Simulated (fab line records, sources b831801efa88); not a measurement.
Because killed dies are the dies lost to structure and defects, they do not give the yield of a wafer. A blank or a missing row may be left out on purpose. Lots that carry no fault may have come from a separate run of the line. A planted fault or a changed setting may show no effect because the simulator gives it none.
8D (eight disciplines) problem report, filled in by code | flow sky130 | the parts of the form that need people (team, actions taken, sign-off) are left out

## 1. THE ISSUE
Wafers without a fault read 56.60 W, standard deviation 0.048; heater_power_total_W at SKY_SD_N_SOFTBAKE_03 reads a mean of 60.54 W on 6 wafers belonging to 2 lots. Relative to the usual mean, that is a shift of +82 standard deviations.
The step: time 60 s.
First seen on wafer L193.3, day 31 18:24, on litho_track-02. The record holds 36 wafers of 12 lots with a number at this step. The rule behind "out" and "out of limits": a value lying over 4 standard deviations away from the usual mean. The rest of the wafers with a number are treated as sound.

## 2. WHAT THIS IS AND IS NOT
question                    | is                                 | is not
which readings at this step | heater_power_total_W, plate_temp_C | -
which lots                  | L193, L194                         | L181, L182, L184, L186, L188, L191, L198, L200, L202, L203
which wafers of those lots  | all that have a number             | -
read on which tools         | litho_track-02                     | litho_track-01, litho_track-03
when                        | from day 31 18:24                  | up to then (18 sound wafers); but 12 sound wafers of L198, L200, L202, L203 came after

## 3. WHAT RULES OUT EACH SUSPECT
Counting: a tool stays on the suspect list if, at a process step up to the reading, it processed all lots that are out and no sound lot following the first of them.
- litho_track-02 at SKY_SD_N_SOFTBAKE_03 (time 60 s): ruled out as a lasting fault. After its first lot that is out, L193 (day 31 18:24), sound lots L203, L202 ran on it.
Left after counting: nothing in the record.

## 4. THE CAUSE (what the simulator had put in)
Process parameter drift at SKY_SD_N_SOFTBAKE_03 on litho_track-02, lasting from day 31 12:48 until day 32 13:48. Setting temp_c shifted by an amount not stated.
Counting ruled it out, wrongly.

## 5. SEQUENCE OF EFFECTS, ordered by route
One row per reading whose mean, taken over the struck wafers that have a number, lies over 3 standard deviations from the usual. Readings are gone through only where the record gives a usual standard deviation; hours: the median, over the lots, of the time from a lot's start at the first step in this table giving one to that lot's start at this step; sigmas: the change measured in usual standard deviations.
hours | step                 | reading                  | usual   | on struck wafers | change | sigmas
0     | SKY_SD_N_SOFTBAKE_03 | heater_power_total_W     | 56.60 W | 60.54            | +3.94  | +82
0     | SKY_SD_N_SOFTBAKE_03 | plate_temp_C             | 89.97 C | 94.24            | +4.27  | +30
14    | SKY_SD_N_STRIP_11    | strip_time_to_endpoint_s | 22.55 s | 22.39            | -0.16  | -4.8
The process steps in it:
- SKY_SD_N_SOFTBAKE_03: time 60 s.
- SKY_SD_N_STRIP_11: strips in O2/N2.
Later measuring or inspecting steps at which every struck wafer that the step has a row for has a number for every such reading, and none has moved that far: SKY_LI_CONTACT_CD_MEAS_12.

## 6. HOW IT WOULD HAVE BEEN CAUGHT EARLIER
First out-of-limits reading in this record: day 31 18:24, which is 6 hours after fault onset at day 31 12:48.
